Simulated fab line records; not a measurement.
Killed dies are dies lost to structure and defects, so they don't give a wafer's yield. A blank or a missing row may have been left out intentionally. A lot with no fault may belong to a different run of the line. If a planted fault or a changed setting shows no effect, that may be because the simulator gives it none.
Which tool was responsible?	flow sky130	Sampling: 10 lots, 30 wafers, 5 of 708 route steps

== WHAT EACH GAUGE READ, for each wafer ==
SKY_LOCAL_INTERCONNECT_RS_MEAS_01: measures by four-point-probe.
lot	measured	on	LOCAL_INTERCONNECT_TIN_RS (ohm/sq)
L186	day 30 18:42	film_metro-04	14.25 14.41 14.34
L185	day 30 20:33	film_metro-04	14.32 14.18 14.40
L188	day 31 05:05	film_metro-03	14.34 14.23 14.21
L190	day 31 15:08	film_metro-04	16.97 16.80 17.18
L192	day 32 14:05	film_metro-04	17.19 17.11 17.17
L193	day 32 23:08	film_metro-04	14.15 14.26 14.28
L197	day 34 01:40	film_metro-04	14.16 14.17 13.95
L200	day 34 19:27	film_metro-04	14.36 14.60 14.53
L201	day 35 03:41	film_metro-02	14.28 14.38 14.21
L206	day 36 17:38	film_metro-03	14.21 14.34 14.23

SKY_LOCAL_INTERCONNECT_THK_MEAS_02: measures by xrf.
lot	measured	on	LOCAL_INTERCONNECT_TIN_THK (nm)
L186	day 30 18:49	film_metro-04	100.7 99.4 99.5
L185	day 30 20:40	film_metro-04	99.7 100.8 99.1
L188	day 31 05:12	film_metro-03	99.8 99.8 100.1
L190	day 31 15:15	film_metro-04	87.7 88.8 87.2
L192	day 32 14:13	film_metro-04	86.4 87.4 86.5
L193	day 32 23:16	film_metro-04	102.1 100.9 100.6
L197	day 34 01:47	film_metro-04	101.3 101.0 102.9
L200	day 34 19:33	film_metro-04	99.4 98.4 98.9
L201	day 35 03:48	film_metro-02	101.3 100.6 102.2
L206	day 36 17:44	film_metro-03	100.7 99.4 100.0

== WHICH TOOL RAN EACH LOT (tool, then ch and the chambers of the sampled wafers, then the start) ==
lot	SKY_LI_CONTACT_SPUTTER_19	SKY_LI_CONTACT_SPUTTER_20	SKY_LOCAL_INTERCONNECT_SPUTTER_00
L186	pvd_sputter-01, day 30 17:52	pvd_sputter-01, day 30 17:57	pvd_sputter-04, day 30 18:37
L185	pvd_sputter-03, day 30 19:43	pvd_sputter-03, day 30 19:48	pvd_sputter-02, day 30 20:28
L188	pvd_sputter-03, day 31 04:16	pvd_sputter-03, day 31 04:21	pvd_sputter-04, day 31 05:01
L190	pvd_sputter-04, day 31 14:19	pvd_sputter-04, day 31 14:24	pvd_sputter-02, day 31 15:04
L192	pvd_sputter-01, day 32 13:17	pvd_sputter-01, day 32 13:22	pvd_sputter-02, day 32 14:02
L193	pvd_sputter-03, day 32 22:20	pvd_sputter-03, day 32 22:25	pvd_sputter-04, day 32 23:05
L197	pvd_sputter-04, day 34 00:52	pvd_sputter-04, day 34 00:56	pvd_sputter-03, day 34 01:36
L200	pvd_sputter-01, day 34 18:36	pvd_sputter-01, day 34 18:41	pvd_sputter-04, day 34 19:21
L201	pvd_sputter-01, day 35 02:52	pvd_sputter-01, day 35 02:57	pvd_sputter-04, day 35 03:37
L206	pvd_sputter-04, day 36 16:21	pvd_sputter-04, day 36 16:25	pvd_sputter-03, day 36 17:32
- SKY_LI_CONTACT_SPUTTER_19: material Ti, target thk 20 nm, time 106.37 s.
- SKY_LI_CONTACT_SPUTTER_20: material TiN, target thk 20 nm, time 80 s.
- SKY_LOCAL_INTERCONNECT_SPUTTER_00: material TiN, target thk 100 nm, time 83.3 s.

== WHAT THE TOOLS THEMSELVES READ (means of the sampled wafers that have a number; where no wafer has one, the mark that the record gives instead) ==
SKY_LI_CONTACT_SPUTTER_19.
lot	tool	throttle_valve_pct (%)
L186	pvd_sputter-01	29.2
L185	pvd_sputter-03	30.9
L188	pvd_sputter-03	30.3
L190	pvd_sputter-04	31.4
L192	pvd_sputter-01	29.8
L193	pvd_sputter-03	31.1
L197	pvd_sputter-04	30.4
L200	pvd_sputter-01	29.7
L201	pvd_sputter-01	29.6
L206	pvd_sputter-04	32.0

SKY_LI_CONTACT_SPUTTER_20.
lot	tool	throttle_valve_pct (%)
L186	pvd_sputter-01	29.1
L185	pvd_sputter-03	30.9
L188	pvd_sputter-03	30.4
L190	pvd_sputter-04	31.5
L192	pvd_sputter-01	29.7
L193	pvd_sputter-03	31.3
L197	pvd_sputter-04	30.4
L200	pvd_sputter-01	29.7
L201	pvd_sputter-01	29.6
L206	pvd_sputter-04	31.9

SKY_LOCAL_INTERCONNECT_SPUTTER_00.
lot	tool	throttle_valve_pct (%)
L186	pvd_sputter-04	31.1
L185	pvd_sputter-02	30.4
L188	pvd_sputter-04	32.1
L190	pvd_sputter-02	30.3
L192	pvd_sputter-02	30.2
L193	pvd_sputter-04	31.4
L197	pvd_sputter-03	30.3
L200	pvd_sputter-04	30.4
L201	pvd_sputter-04	31.4
L206	pvd_sputter-03	31.3

== THE ANSWER, worked out from the rows above alone ==
Rule: the lots themselves supply what counts as usual. Put in order of their means at a reading, lots are off if they are a third of the lots or fewer, leave a main group of 4 or more, and stand apart from it by a gap of 3 or more times the standard deviation of the main group's means; of several such gaps the widest counts. A main group whose means are all the same, to the digits that the tables above print for the reading, isn't used. A lot without any number at a reading at which 4 lots or more have one is off too. Any other lot the step has rows for is counted as sound. After the gauges, taken in route order, come the tools' own readings; for these a lot's mean is taken, as printed above. At the first step where some lot is off, the reading lying furthest off is the one used; lots without a number count as furthest.
Off: L190, L192, at SKY_LOCAL_INTERCONNECT_RS_MEAS_01 (LOCAL_INTERCONNECT_TIN_RS). The main group has a mean of 14.28 ohm/sq with a standard deviation of 0.11.
A tool fits if, at a process step before that reading, it ran every lot that is off, and no sound lot after the first of them. The gauges at SKY_LOCAL_INTERCONNECT_RS_MEAS_01 are tried like those tools. One candidate fits, namely pvd_sputter-02 at SKY_LOCAL_INTERCONNECT_SPUTTER_00. A fault onset in the window from L185 (day 30 20:28, its last sound lot) to L190 (day 31 15:04, its first lot off) fits.

== WHAT THE SIMULATOR PUT IN ==
Site profile drift: pvd_sputter-02, from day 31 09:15 on, at SKY_LOCAL_INTERCONNECT_SPUTTER_00. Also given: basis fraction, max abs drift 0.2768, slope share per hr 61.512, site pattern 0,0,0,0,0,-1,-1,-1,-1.
Struck lots among those shown: L190, L192. This agrees with what the rule above found.
